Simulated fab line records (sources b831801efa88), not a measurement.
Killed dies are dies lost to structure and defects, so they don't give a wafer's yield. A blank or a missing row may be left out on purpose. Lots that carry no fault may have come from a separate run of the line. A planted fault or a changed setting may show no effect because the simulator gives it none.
fab line records	flow sky130
[record] lots = 13	wafers = 37	lastDay = 50
route steps=708 shown METAL4@599 VIA4@641 PASSIVATION@683 PAD_OPEN@708
lots untouched by any fault: they come from a run of this same line in which no faults occurred
startH: the number of hours between the record's first day and the start of the first shown wafer of the lot	waitH: how many hours have passed since the lot's step before this one	" identical to the entry in the row above	L1.1+2: one row covering several wafers at once	- no value, or no start was given	* or withheld: withheld	< > ~ a bound
route shown NAME@n: a module of which the file shows steps, and the number in the route of the first	usual: the fault-free wafers' mean and standard deviation	same: alike in all rows	chamber/n: place in a boat	sites: readings site by site	_std_site: standard deviation across them	_edge_site: mean of outer sites minus mean of inner sites	radiusMm: for every site, how far away it sits from the centre of the wafer	mask NAME#n: copy n	behind: the tool/chamber that last shaped the wafer	hold: cause of the lot's hold/its duration in hours/its outcome	device: names the non-switching transistor (n, p or np)	end of line: the same wafers' tests at the end of the route	a step with no rows: only its recipe	killed: count of dies lost to structure and defects at first sort (not the wafer's yield)	map: shows each die of a wafer: x if killed, . if not, _ if none is there
set.NAME: setting as actually run; set.NAME@STEP: the setting as run at that earlier step	model.NAME: the simulator's own value behind a step, which no gauge read
a sample of lots followed through the steps of the route, with each step as a table and each wafer as a row
services: a tool's chamber out of use, with start hour (startH, from the record's first day; less than 0 if before it), hours out, and reason
[[steps]]
[step SKY_METAL4_SPUTTER_01]
[recipe] material = TiN	targetThkNm = 20	powerW = 6500	timeS = 16.7	chamberPressurePa = 0.4
[usual] cathodeDcPowerW = 6500.1/1.1	throttleValvePct = 30.5/1.1
lot.wafer	tool	chamber	startH	waitH	cathodeDcPowerW	throttleValvePct
L985.1	pvdSputter-02	-	927.46	0.0	6498.9	29.7
L985.2	"	-	"	"	6500.2	29.4
L985.6	"	-	"	"	6501.1	29.3
L986.2	pvdSputter-03	-	930.88	0.0	6499.5	30.5
L986.4	"	-	"	"	6502.0	30.9
L986.5	"	-	"	"	6499.1	30.4
L987.1	pvdSputter-04	-	939.37	0.0	6500.2	30.4
L987.5	"	-	"	"	6499.9	28.8
L987.6	"	-	"	"	6501.1	31.6
L988.2	pvdSputter-03	-	946.10	0.0	6500.5	30.6
L988.5	"	-	"	"	6501.8	30.4
L988.6	"	-	"	"	6498.9	30.8
L989.3	pvdSputter-02	-	954.91	0.0	6501.9	33.3
L989.4	"	-	"	"	6498.9	30.9
L989.6	"	-	"	"	6498.6	32.8
L990.2	pvdSputter-04	-	965.40	0.0	6501.0	28.4
L990.3	"	-	"	"	6501.1	31.6
L990.4	"	-	"	"	6499.7	29.9
L991.2	pvdSputter-02	-	968.83	0.0	6499.0	32.9
L991.5	"	-	"	"	6500.4	31.0
L991.6	"	-	"	"	6499.6	32.9
L997.2	pvdSputter-03	-	1015.83	0.0	6501.2	30.6
L998.3	pvdSputter-03	-	1022.66	0.0	6500.7	30.7
L998.4	"	-	"	"	6502.7	29.8
L998.6	"	-	"	"	6499.6	30.0
L102.2	pvdSputter-04	-	1046.98	0.0	6501.1	30.2
L102.3	"	-	"	"	6500.1	28.5
L102.4	"	-	"	"	6500.0	31.8
L105.2	pvdSputter-04	-	1067.35	0.0	6501.8	30.2
L105.4	"	-	"	"	6501.8	28.7
L105.6	"	-	"	"	6498.9	31.8
L106.3	pvdSputter-04	-	1069.77	0.0	6500.0	29.8
L106.4	"	-	"	"	6502.2	28.4
L106.5	"	-	"	"	6498.7	28.7
L107.4	pvdSputter-02	-	1075.29	0.0	6499.5	31.2
L107.5	"	-	"	"	6498.5	29.2
L107.6	"	-	"	"	6500.3	30.0
[step SKY_METAL4_METAL_ETCH_18]
[recipe] targetDepthA = 8450	stopOn = SiO2	overEtchFrac = 0.3	timeS = 183.1	chemistry = Cl2/BCl3	resistSidewallDeg = 88	pressureMtorr = 10	icpW = 900	biasW = 48.5	Cl2_flow_sccm = 60	bcl3FlowSccm = 30
[usual] bcl3FlowSccm = 30.01/0.087	drypumpMotorCurrentA = 5.6/0.46	oesProductAu = 0.867/0.0062	throttleValvePct = 22.264/0.0087
lot.wafer	tool	chamber	startH	waitH	bcl3FlowSccm	drypumpMotorCurrentA	oesProductAu	rfHoursCounterH	throttleValvePct
L985.1	rieMetal-03	1	976.18	0.0	30.10	5.9	0.872	3	22.255
L985.2	"	1	"	"	29.98	5.9	0.859	-	22.270
L985.6	"	1	"	"	29.93	5.9	0.860	-	22.268
L986.2	rieMetal-03	0	979.35	0.0	30.01	5.4	0.866	0	22.260
L986.4	"	0	"	"	30.12	5.4	0.864	-	22.269
L986.5	"	0	"	"	30.14	5.4	0.869	-	22.282
L987.1	rieMetal-04	1	987.65	0.0	29.99	5.1	0.873	16	22.264
L987.5	"	0	"	"	30.01	6.3	0.872	-	22.265
L987.6	"	1	"	"	30.04	5.1	0.869	-	22.256
L988.2	rieMetal-04	0	994.85	0.0	29.98	6.3	0.854	19	22.261
L988.5	"	0	"	"	29.92	6.3	0.863	-	22.264
L988.6	"	1	"	"	29.96	5.1	0.856	-	22.264
L989.3	rieMetal-03	1	1002.86	0.1	29.82	5.9	0.868	-	22.260
L989.4	"	0	"	"	30.02	5.4	0.864	-	22.265
L989.6	"	0	"	"	29.96	5.4	0.873	-	22.256
L990.2	rieMetal-02	0	1013.00	0.0	29.92	5.7	0.874	4	22.258
L990.3	"	0	"	"	29.82	5.7	0.866	-	22.268
L990.4	"	1	"	"	30.07	5.2	0.876	-	22.273
L991.2	rieMetal-02	1	1017.13	0.0	29.94	5.2	0.854	9	22.267
L991.5	"	1	"	"	29.92	5.2	0.866	-	22.263
L991.6	"	0	"	"	29.92	5.7	0.869	-	22.246
L997.2	rieMetal-04	0	1061.24	0.0	29.98	6.3	0.854	2	22.275
L998.3	rieMetal-03	1	1068.19	0.1	30.13	5.9	0.869	-	22.283
L998.4	"	0	"	"	30.13	5.4	0.878	-	22.282
L998.6	"	1	"	"	29.94	5.9	0.880	-	22.264
L102.2	rieMetal-04	1	1090.75	0.0	30.10	5.1	0.865	23	22.266
L102.3	"	0	"	"	29.96	6.3	0.871	-	22.269
L102.4	"	1	"	"	30.12	5.1	0.855	-	22.265
L105.2	rieMetal-04	1	1109.50	0.0	29.98	5.1	0.875	25	22.261
L105.4	"	0	"	"	30.14	6.3	0.876	-	22.273
L105.6	"	1	"	"	29.97	5.1	0.871	-	22.266
L106.3	rieMetal-03	0	1111.61	0.1	30.00	5.4	0.868	-	22.267
L106.4	"	1	"	"	30.14	5.9	0.875	-	22.252
L106.5	"	0	"	"	29.87	5.4	0.866	-	22.267
L107.4	rieMetal-04	1	1116.86	0.1	30.03	5.1	0.867	-	22.259
L107.5	"	0	"	"	30.07	6.3	0.869	-	22.263
L107.6	"	1	"	"	30.03	5.0	0.874	-	22.267
[step SKY_VIA4_CMP_02]
[recipe] material = SiO2	downForcePsi = 4	platenRpm = 60	padVelocityMS = 0.94248
[usual] motorCurrentA = 12.0/0.8
lot.wafer	tool	chamber	startH	waitH	motorCurrentA
L985.1	cmp-02	3	977.42	0.1	11.7
L985.2	"	1	"	"	11.9
L985.6	"	3	"	"	11.3
L986.4	cmp-02	3	980.36	0.0	11.5
L986.2	"	0	"	"	12.2
L986.5	"	3	"	"	12.0
L987.1	cmp-02	3	989.07	0.4	11.3
L987.5	"	0	"	"	12.7
L987.6	"	1	"	"	12.2
L988.2	cmp-01	1	996.01	0.2	12.8
L988.5	"	2	"	"	11.9
L988.6	"	3	"	"	12.4
L989.4	cmp-01	2	1003.91	0.1	12.5
L989.3	"	3	"	"	13.1
L989.6	"	0	"	"	12.2
L990.4	cmp-01	1	1014.00	0.0	12.6
L990.2	"	3	"	"	13.0
L990.3	"	0	"	"	12.0
L991.2	cmp-02	3	1018.29	0.2	11.1
L991.5	"	0	"	"	12.9
L991.6	"	1	"	"	12.0
L997.2	cmp-01	0	1062.57	0.3	12.1
L998.4	cmp-01	0	1069.14	0.0	11.8
L998.3	"	3	"	"	13.8
L998.6	"	1	"	"	12.6
L102.3	cmp-02	0	1092.18	0.4	12.2
L102.4	"	1	"	"	12.2
L102.2	"	2	"	"	11.1
L105.4	cmp-02	2	1110.51	0.0	10.6
L105.2	"	0	"	"	12.0
L105.6	"	3	"	"	11.3
L106.3	cmp-02	2	1112.56	0.0	10.5
L106.4	"	3	"	"	11.2
L106.5	"	2	"	"	10.6
L107.4	cmp-02	2	1117.91	0.1	10.7
L107.5	"	0	"	"	12.9
L107.6	"	1	"	"	11.8
[step SKY_PASSIVATION_CVD_02]
[recipe] material = Si3N4	targetThkNm = 540	tempC = 400	timeS = withheld	rfW = 450
[usual] heaterPowerOuterW = 402/49	heaterPowerW = 691/71
lot.wafer	tool	chamber	startH	waitH	heaterPowerOuterW	heaterPowerW
L985.1	pecvd-04	2	1025.88	0.1	418	695
L985.2	"	1	"	"	371	649
L985.6	"	1	"	"	385	663
L986.2	pecvd-01	0	1029.22	0.0	354	671
L986.4	"	2	"	"	344	603
L986.5	"	0	"	"	389	696
L987.1	pecvd-03	2	1036.83	0.1	373	632
L987.5	"	1	"	"	409	682
L987.6	"	0	"	"	433	749
L988.2	pecvd-03	1	1043.89	0.0	392	644
L988.5	"	0	"	"	343	617
L988.6	"	1	"	"	428	699
L989.3	pecvd-04	1	1050.74	0.0	350	609
L989.4	"	0	"	"	533	863
L989.6	"	2	"	"	410	668
L990.2	pecvd-01	0	1061.40	0.0	417	755
L990.3	"	2	"	"	314	570
L990.4	"	0	"	"	428	777
L991.2	pecvd-04	0	1064.65	0.0	493	834
L991.5	"	2	"	"	367	601
L991.6	"	1	"	"	384	662
L997.2	pecvd-01	0	1107.62	0.0	412	804
L998.3	pecvd-01	2	1111.62	0.0	385	670
L998.4	"	1	"	"	465	799
L998.6	"	2	"	"	297	551
L102.2	pecvd-03	2	1133.34	0.0	370	622
L102.3	"	1	"	"	439	721
L102.4	"	2	"	"	397	669
L105.2	pecvd-01	0	1151.42	0.0	383	712
L105.4	"	0	"	"	401	735
L105.6	"	1	"	"	461	760
L106.3	pecvd-03	0	1152.69	0.0	384	662
L106.4	"	1	"	"	393	667
L106.5	"	2	"	"	317	552
L107.4	pecvd-04	1	1158.00	0.1	348	599
L107.5	"	0	"	"	439	758
L107.6	"	1	"	"	372	631
[step SKY_PAD_OPEN_PROBE_99]
[usual] killed_at_M0_to_M3 = 43/6.7	killed_at_M4_up = 3.0/1.9	killedAtContacts = 25/5.4	killedAtFrontEnd = 16/4.5	killedAtOther = 0.4/0.62	killedDies = 87/9.6	killedOnRim = 17/3.6	killedOpen = 47/7	killedShort = 39/6.1
[same] grossDies = 492	killedAtBackSide = 0
lot.wafer	tool	chamber	startH	waitH	killed_at_M0_to_M3	killed_at_M4_up	killedAtContacts	killedAtFrontEnd	killedAtOther	killedDies	killedOnRim	killedOpen	killedShort
L997.2	prober-01	-	1147.87	0.1	28	218	14	13	2	275	49	35	21
L998.3	prober-02	-	1151.78	0.2	38	4	28	13	1	84	19	36	48
L998.4	prober-02	-	1151.83	0.2	36	209	16	12	0	273	61	37	26
L998.6	prober-02	-	1151.93	0.2	40	4	30	14	0	88	23	50	38
// killed by level:class
L997.2 VIA4:unspecified=218 VIA1:geometricParticle:open=11 CONTACT:geometricParticle:open=5 LI_CONTACT:geometricParticle:open=4 VIA2:geometricParticle:open=4 POLY_GATE:geometricParticle:open=3 POLY_GATE:geometricParticle:short=3 VIA2:geometricParticle:short=3
L998.3 CONTACT:geometricParticle:open=11 CONTACT:geometricParticle:short=8 VIA1:geometricParticle:open=7 METAL1:geometricParticle:short=5 VIA1:geometricParticle:short=5 METAL4:geometricParticle:short=4 METAL2:geometricParticle:short=4 FIELD_ISO:geometricParticle:open=3
L998.4 VIA4:unspecified=208 VIA1:geometricParticle:open=8 CONTACT:geometricParticle:open=7 VIA3:geometricParticle:open=7 VIA1:geometricParticle:short=6 VIA2:geometricParticle:open=4 FIELD_ISO:geometricParticle:open=3 FIELD_ISO:geometricParticle:short=3
L998.6 CONTACT:geometricParticle:open=11 LI_CONTACT:geometricParticle:open=9 VIA1:geometricParticle:open=9 VIA3:geometricParticle:open=7 CONTACT:geometricParticle:short=6 METAL1:geometricParticle:short=6 FIELD_ISO:geometricParticle:short=4 POLY_GATE:geometricParticle:open=4
[[services]]
tool	chamber	startH	hours	kind
pecvd-01	0	911.06	2.1	repair
cmp-02	-	912.25	4.0	pm
cmp-02	-	941.84	9.8	pm
pvdSputter-02	-	945.60	2.5	repair
cmp-02	-	954.89	5.3	pm
cmp-02	-	955.93	1.0	repair
pvdSputter-02	-	956.78	1.8	repair
pvdSputter-02	-	971.94	0.6	repair
pecvd-01	0	979.36	3.0	repair
rieMetal-04	-	1016.54	0.5	repair
pvdSputter-02	-	1018.62	7.8	repair
rieMetal-03	-	1029.06	2.8	pm
pecvd-01	-	1042.17	2.8	pm
pecvd-03	-	1047.57	1.2	repair
cmp-01	-	1064.36	2.2	repair
pecvd-01	0	1074.48	6.1	repair
pecvd-01	-	1077.76	0.6	repair
cmp-01	-	1078.68	1.3	repair
cmp-01	-	1084.09	4.0	pm
pvdSputter-04	-	1102.62	40.7	repair
pecvd-01	-	1127.51	1.8	repair
pecvd-04	-	1134.71	14.6	pm
cmp-01	-	1149.98	2.6	repair
pecvd-04	2	1154.84	6.0	repair
[[key]]
[firstSign] step = SKY_PAD_OPEN_PROBE_99	reading = killed_at_M4_up	direction = up	sigmas = 99+	usual = 3.0	struck = 213.5
[effect] step = SKY_PAD_OPEN_PROBE_99	reading = killedDies	direction = up	sigmas = 19	usual = 87	struck = 274
metAt SKY_VIA4_CMP_02
struckLots L997,L998
struckWafers L997.2,L998.4
testerLeftOut L997
notActingAt SKY_METAL4_SPUTTER_01,SKY_METAL4_METAL_ETCH_18,SKY_PASSIVATION_CVD_02
onsetBetween 1014.00 1062.57
[earlierFault] kind = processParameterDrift	tool = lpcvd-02	chamber = 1	onsetH = 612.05	steps = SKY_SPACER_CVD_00	channel = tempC	offset = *	shape = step	endH = 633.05	actsIn = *	stated = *
[fault] kind = chamberParticleSource	tool = cmp-01	chamber = 0	onsetH = 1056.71	steps = SKY_VIA4_CMP_02	ratePerVisitCm2 = 1.1585	endH = 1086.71
// testerLeftOut: of these lots the tester's yield and bins aren't shown, on N5 and GAA mostly nor the transistor test; their killed dies are dies lost to structure and defects alone, not to doping, threshold or leakage, so they don't give the yield
